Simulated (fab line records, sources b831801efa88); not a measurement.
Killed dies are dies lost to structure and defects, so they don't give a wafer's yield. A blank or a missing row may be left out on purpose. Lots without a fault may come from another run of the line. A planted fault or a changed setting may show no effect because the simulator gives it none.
Which tool did it? | flow sky130 | 6 lots, 17 wafers sampled, at 3 steps of a route of 708

WHAT THE GAUGES READ, wafer by wafer
SKY_CONTACT_THK_MEAS_03.
lot  | measured     | on            | CONTACT_HDPCVD_THK (nm)
L506 | day 30 16:10 | film_metro-01 | 559 557 558
L510 | day 31 22:27 | film_metro-01 | 564 558 565
L508 | day 32 00:27 | film_metro-04 | 568 574 566
L512 | day 32 23:02 | film_metro-01 | 566 560 566
L522 | day 36 00:35 | film_metro-04 | 561 477
L528 | day 37 09:32 | film_metro-02 | 566 568 569

WHICH TOOL RAN EACH LOT (tool, then ch and the chambers of the sampled wafers, then the start)
lot  | SKY_LI_CONTACT_SPUTTER_19    | SKY_CONTACT_HDPCVD_02
L506 | pvd_sputter-01, day 29 10:09 | hdpcvd-02 ch 0,1, day 30 16:05
L510 | pvd_sputter-03, day 30 16:59 | hdpcvd-01 ch 0,1,2, day 31 22:23
L508 | pvd_sputter-02, day 30 18:51 | hdpcvd-01 ch 1,2, day 32 00:23
L512 | pvd_sputter-01, day 31 18:32 | hdpcvd-02 ch 0,1, day 32 22:59
L522 | pvd_sputter-03, day 34 20:56 | hdpcvd-01 ch 0, day 36 00:30
L528 | pvd_sputter-03, day 36 05:20 | hdpcvd-02 ch 0,2, day 37 09:29
- SKY_LI_CONTACT_SPUTTER_19: material Ti, target thk 20 nm, time 106.37 s.
- SKY_CONTACT_HDPCVD_02: deposits SiO2, target thk 565 nm, time 94.2 s.

THE ANSWER, worked out from the rows above alone
Rule: what is usual is taken from the lots themselves. Put in order of their means at a reading, lots are off if they are a third of the lots or fewer, leave a main group of 4 or more, and stand apart from it by a gap of 3 or more times the standard deviation of the main group's means; of several such gaps the widest counts. A main group whose means are all the same, to the digits that the tables above print for the reading, isn't used. A lot without any number at a reading at which 4 lots or more have one is off too. The other lots that the step has rows for count as sound.
Off: L522, at SKY_CONTACT_THK_MEAS_03 (CONTACT_HDPCVD_THK). The main group: mean 564 nm, standard deviation 4.
A tool fits if, at a process step before that reading, it ran every lot that is off, and no sound lot after the first of them. The gauges at SKY_CONTACT_THK_MEAS_03 are tried like those tools. Can't be told from this: 2 tools fit, hdpcvd-01 at SKY_CONTACT_HDPCVD_02, film_metro-04 at SKY_CONTACT_THK_MEAS_03.

WHAT THE SIMULATOR HAD PUT IN
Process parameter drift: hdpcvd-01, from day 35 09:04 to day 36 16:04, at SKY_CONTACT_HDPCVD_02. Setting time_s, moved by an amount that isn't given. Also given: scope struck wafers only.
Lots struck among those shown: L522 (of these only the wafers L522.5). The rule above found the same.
